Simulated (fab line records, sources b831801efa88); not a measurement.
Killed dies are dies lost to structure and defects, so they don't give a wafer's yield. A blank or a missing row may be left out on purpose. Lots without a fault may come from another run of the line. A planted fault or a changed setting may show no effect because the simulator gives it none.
Chamber matching | flow gf180mcu | GF_V4_CMP_04 on cmp-01: 4 sister chambers
The step polishes SiO2. 4 wafers are shown with their chamber, then 8 later ones without.

WAFERS WITH THEIR CHAMBER
wafer  | chamber | motor_current_A (A)
L207.1 | 3       | 12.6
L213.1 | 1       | 13.2
L213.2 | 0       | 11.2
L215.1 | 2       | 12.7

WAFERS WITHOUT THEIR CHAMBER
wafer  | motor_current_A (A)
L215.4 | 11.1
L215.6 | 13.9
L217.1 | 12.0
L217.2 | 13.2
L217.5 | 13.3
L219.1 | 13.3
L219.3 | 11.7
L219.5 | 13.2

WHICH CHAMBER EACH WENT THROUGH
wafer  | from the rows above               | in truth
L215.4 | 0                                 | 0
L215.6 | can't be placed: 1 or 2 or 3      | 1
L217.1 | can't be placed: 3 or 2 or 0 or 1 | 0
L217.2 | can't be placed: 1 or 2 or 3      | 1
L217.5 | can't be placed: 1 or 2 or 3      | 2
L219.1 | can't be placed: 1 or 2 or 3      | 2
L219.3 | can't be placed: 0 or 3 or 2      | 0
L219.5 | can't be placed: 1 or 2 or 3      | 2
Placed correctly: 1 of 8. Can't be placed from these rows: 7 (the true chamber is among the candidates in 7). Placed wrongly: 0.
How it was worked out, from the rows above alone: a wafer's distance from a chamber is the root of the sum, over the readings, of the square of ((its reading less the chamber's mean) divided by the reading's scatter). The wafer belongs to the nearest chamber; if the next one is less than 2 further off, it can't be placed. A chamber's mean is the mean of its shown wafers. The scatter: with one shown wafer a chamber, the root of the mean of the squares of how far each hidden wafer lies from its nearest shown one.
